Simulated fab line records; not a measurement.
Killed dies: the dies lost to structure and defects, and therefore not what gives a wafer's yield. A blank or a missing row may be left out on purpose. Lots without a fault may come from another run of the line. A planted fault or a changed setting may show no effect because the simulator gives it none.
Which tool was responsible? / flow sky130 / 13 lots with 39 wafers sampled at 4 steps, on a route of 708 steps

== WHAT THE GAUGES READ, wafer by wafer ==
SKY_SD_N_TW_MEAS_12.
lot=L505; measured=day 27 23:36; on=film metro-03; SD_N_TW=3989 3975 4004
lot=L507; measured=day 28 21:26; on=film metro-03; SD_N_TW=3938 3922 3955
lot=L509; measured=day 29 10:07; on=film metro-01; SD_N_TW=3993 4000 3987
lot=L511; measured=day 30 00:01; on=film metro-01; SD_N_TW=3959 3949 3961
lot=L515; measured=day 31 09:41; on=film metro-03; SD_N_TW=3938 3946 3949
lot=L516; measured=day 31 18:36; on=film metro-02; SD_N_TW=4054 4057 4050
lot=L517; measured=day 31 23:37; on=film metro-02; SD_N_TW=4061 4068 4064
lot=L519; measured=day 32 19:10; on=film metro-02; SD_N_TW=3320 3299 3309
lot=L521; measured=day 33 19:28; on=film metro-03; SD_N_TW=3956 3967 3931
lot=L522; measured=day 33 22:23; on=film metro-03; SD_N_TW=3244 3232 3268
lot=L524; measured=day 34 05:13; on=film metro-03; SD_N_TW=3238 3246 3250
lot=L527; measured=day 35 04:25; on=film metro-02; SD_N_TW=4027 4006 4027
lot=L528; measured=day 35 09:57; on=film metro-01; SD_N_TW=3969 3990 3984

SKY_SD_N_RS_MEAS_16: a four-point-probe measurement.
lot=L505; measured=day 27 23:53; on=film metro-02; SD_N_RS (ohm/sq)=68.68 68.95 68.81
lot=L507; measured=day 28 21:44; on=film metro-02; SD_N_RS (ohm/sq)=68.74 68.98 68.68
lot=L509; measured=day 29 10:23; on=film metro-01; SD_N_RS (ohm/sq)=68.70 68.53 68.62
lot=L511; measured=day 30 00:19; on=film metro-03; SD_N_RS (ohm/sq)=68.55 68.74 68.63
lot=L515; measured=day 31 09:59; on=film metro-01; SD_N_RS (ohm/sq)=68.67 68.60 68.68
lot=L516; measured=day 31 18:54; on=film metro-01; SD_N_RS (ohm/sq)=68.53 68.63 68.80
lot=L517; measured=day 31 23:54; on=film metro-01; SD_N_RS (ohm/sq)=68.71 68.81 68.70
lot=L519; measured=day 32 19:27; on=film metro-01; SD_N_RS (ohm/sq)=187.34 186.17 184.74
lot=L521; measured=day 33 19:45; on=film metro-01; SD_N_RS (ohm/sq)=68.67 68.63 68.73
lot=L522; measured=day 33 22:44; on=film metro-01; SD_N_RS (ohm/sq)=187.18 186.39 180.56
lot=L524; measured=day 34 05:30; on=film metro-03; SD_N_RS (ohm/sq)=186.33 185.36 184.40
lot=L527; measured=day 35 04:43; on=film metro-01; SD_N_RS (ohm/sq)=68.75 68.74 68.77
lot=L528; measured=day 35 10:15; on=film metro-02; SD_N_RS (ohm/sq)=68.91 68.73 68.66

== WHICH TOOL RAN EACH LOT (tool, then ch and the chambers of the sampled wafers, then the start) ==
lot=L505; SKY_SD_N_IMPLANT_09=implanter-03 ch 0, day 27 23:12; SKY_SD_N_STRIP_11=plasma asher-02 ch 0,1, day 27 23:30
lot=L507; SKY_SD_N_IMPLANT_09=implanter-02 ch 0, day 28 21:02; SKY_SD_N_STRIP_11=plasma asher-01 ch 1, day 28 21:20
lot=L509; SKY_SD_N_IMPLANT_09=implanter-02 ch 0, day 29 09:43; SKY_SD_N_STRIP_11=plasma asher-04 ch 0,1, day 29 10:01
lot=L511; SKY_SD_N_IMPLANT_09=implanter-02 ch 0, day 29 23:38; SKY_SD_N_STRIP_11=plasma asher-01 ch 0,1, day 29 23:55
lot=L515; SKY_SD_N_IMPLANT_09=implanter-03 ch 0, day 31 09:17; SKY_SD_N_STRIP_11=plasma asher-02 ch 0,1, day 31 09:35
lot=L516; SKY_SD_N_IMPLANT_09=implanter-03 ch 0, day 31 18:13; SKY_SD_N_STRIP_11=plasma asher-02 ch 0,1, day 31 18:29
lot=L517; SKY_SD_N_IMPLANT_09=implanter-02 ch 0, day 31 23:13; SKY_SD_N_STRIP_11=plasma asher-02 ch 0,1, day 31 23:31
lot=L519; SKY_SD_N_IMPLANT_09=implanter-02 ch 0, day 32 18:46; SKY_SD_N_STRIP_11=plasma asher-01 ch 0,1, day 32 19:04
lot=L521; SKY_SD_N_IMPLANT_09=implanter-01 ch 0, day 33 19:04; SKY_SD_N_STRIP_11=plasma asher-01 ch 0,1, day 33 19:22
lot=L522; SKY_SD_N_IMPLANT_09=implanter-02 ch 0, day 33 21:59; SKY_SD_N_STRIP_11=plasma asher-01 ch 0,1, day 33 22:17
lot=L524; SKY_SD_N_IMPLANT_09=implanter-02 ch 0, day 34 04:49; SKY_SD_N_STRIP_11=plasma asher-01 ch 0,1, day 34 05:07
lot=L527; SKY_SD_N_IMPLANT_09=implanter-03 ch 0, day 35 04:02; SKY_SD_N_STRIP_11=plasma asher-02 ch 0,1, day 35 04:19
lot=L528; SKY_SD_N_IMPLANT_09=implanter-01 ch 0, day 35 09:34; SKY_SD_N_STRIP_11=plasma asher-01 ch 0,1, day 35 09:50
- SKY_SD_N_IMPLANT_09
- SKY_SD_N_STRIP_11: strips in O2/N2.

== AS READ BY THE TOOLS THEMSELVES (means over the sampled wafers that have a number; for cases with no such wafer, the mark the record gives instead) ==
SKY_SD_N_IMPLANT_09.
lot=L505; tool=implanter-03; beam on s (s)=14.7; dose ions cm2=4e+15; end station pressure torr (Torr)=1.58e-05; faraday current uA=14726
lot=L507; tool=implanter-02; beam on s (s)=18.2; dose ions cm2=4e+15; end station pressure torr (Torr)=1.35e-05; faraday current uA=12010
lot=L509; tool=implanter-02; beam on s (s)=18.0; dose ions cm2=4e+15; end station pressure torr (Torr)=1.36e-05; faraday current uA=12123
lot=L511; tool=implanter-02; beam on s (s)=18.0; dose ions cm2=4e+15; end station pressure torr (Torr)=1.36e-05; faraday current uA=12156
lot=L515; tool=implanter-03; beam on s (s)=14.7; dose ions cm2=4e+15; end station pressure torr (Torr)=1.59e-05; faraday current uA=14727
lot=L516; tool=implanter-03; beam on s (s)=14.8; dose ions cm2=4e+15; end station pressure torr (Torr)=1.60e-05; faraday current uA=14620
lot=L517; tool=implanter-02; beam on s (s)=18.1; dose ions cm2=4e+15; end station pressure torr (Torr)=1.29e-05; faraday current uA=12102
lot=L519; tool=implanter-02; beam on s (s)=9.9; dose ions cm2=4e+14; end station pressure torr (Torr)=6.70e-06; faraday current uA=2270
lot=L521; tool=implanter-01; beam on s (s)=17.7; dose ions cm2=4e+15; end station pressure torr (Torr)=1.35e-05; faraday current uA=12345
lot=L522; tool=implanter-02; beam on s (s)=10.1; dose ions cm2=4e+14; end station pressure torr (Torr)=6.73e-06; faraday current uA=2230
lot=L524; tool=implanter-02; beam on s (s)=10.1; dose ions cm2=4e+14; end station pressure torr (Torr)=6.87e-06; faraday current uA=2219
lot=L527; tool=implanter-03; beam on s (s)=14.4; dose ions cm2=4e+15; end station pressure torr (Torr)=1.67e-05; faraday current uA=15072
lot=L528; tool=implanter-01; beam on s (s)=17.9; dose ions cm2=4e+15; end station pressure torr (Torr)=1.27e-05; faraday current uA=12231

SKY_SD_N_STRIP_11.
lot=L505; tool=plasma asher-02; drypump motor current A (A)=6.2; oes product au (a.u.)=0.529; strip time to endpoint s (s)=22.60
lot=L507; tool=plasma asher-01; drypump motor current A (A)=5.7; oes product au (a.u.)=0.527; strip time to endpoint s (s)=22.57
lot=L509; tool=plasma asher-04; drypump motor current A (A)=5.9; oes product au (a.u.)=0.528; strip time to endpoint s (s)=22.54
lot=L511; tool=plasma asher-01; drypump motor current A (A)=5.5; oes product au (a.u.)=0.525; strip time to endpoint s (s)=22.54
lot=L515; tool=plasma asher-02; drypump motor current A (A)=6.2; oes product au (a.u.)=0.527; strip time to endpoint s (s)=22.62
lot=L516; tool=plasma asher-02; drypump motor current A (A)=5.8; oes product au (a.u.)=0.529; strip time to endpoint s (s)=22.54
lot=L517; tool=plasma asher-02; drypump motor current A (A)=6.2; oes product au (a.u.)=0.531; strip time to endpoint s (s)=22.56
lot=L519; tool=plasma asher-01; drypump motor current A (A)=5.5; oes product au (a.u.)=0.659; strip time to endpoint s (s)=15.60
lot=L521; tool=plasma asher-01; drypump motor current A (A)=5.4; oes product au (a.u.)=0.529; strip time to endpoint s (s)=22.56
lot=L522; tool=plasma asher-01; drypump motor current A (A)=5.4; oes product au (a.u.)=0.661; strip time to endpoint s (s)=15.58
lot=L524; tool=plasma asher-01; drypump motor current A (A)=5.4; oes product au (a.u.)=0.659; strip time to endpoint s (s)=15.65
lot=L527; tool=plasma asher-02; drypump motor current A (A)=5.8; oes product au (a.u.)=0.527; strip time to endpoint s (s)=22.57
lot=L528; tool=plasma asher-01; drypump motor current A (A)=5.6; oes product au (a.u.)=0.531; strip time to endpoint s (s)=22.55

== THE ANSWER, worked out from the rows above alone ==
Rule: the lots themselves supply what counts as usual. The widest of any qualifying gaps counts: lots, ordered by their means at a reading, are off when they make up no more than a third of the lots, leave a main group of 4 or more, and stand apart from it by 3 or more times the standard deviation of that group's means. A main group whose means are all the same, to the digits that the tables above print for the reading, isn't used. A lot without any number at a reading at which 4 lots or more have one is off too. The other lots that the step has rows for count as sound. Order of review: gauges by route order, followed by the tools' own readings, for which a lot's mean as printed above is used. The first step at which some lot is off is used, and at that step the reading that is off furthest; a lot without a number counts as furthest.
Off: L519, L522, L524, seen at SKY_SD_N_TW_MEAS_12 (SD_N_TW). The main group: mean 3989, standard deviation 42.
A tool fits if, at a process step before that reading, it ran every lot that is off, and no sound lot after the first of them. The gauges at SKY_SD_N_TW_MEAS_12 aren't tried: what is off there is off at SKY_SD_N_IMPLANT_09 too, on other tools, and a gauge's error can't cause that. One candidate fits, namely implanter-02 at SKY_SD_N_IMPLANT_09. Its last sound lot is L517 (day 31 23:13), its first lot that is off L519 (day 32 18:46): a fault that began between those two fits.
The tool's own readings at SKY_SD_N_IMPLANT_09 bear it out: on the lots that are off they differ by more than 5 times the standard deviation of the sound lots' means. dose ions cm2 reads 4e+14 there against 4e+15 on the sound lots; end station pressure torr reads 6.77e-06 Torr there against 1.44e-05 Torr on the sound lots; faraday current uA reads 2240 there against 13211 on the sound lots.

== WHAT THE SIMULATOR HAD PUT IN ==
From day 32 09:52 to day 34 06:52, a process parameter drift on implanter-02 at SKY_SD_N_IMPLANT_09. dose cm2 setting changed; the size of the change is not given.
Shown lots that were struck: L519, L522, L524. The rule above reached the same finding.
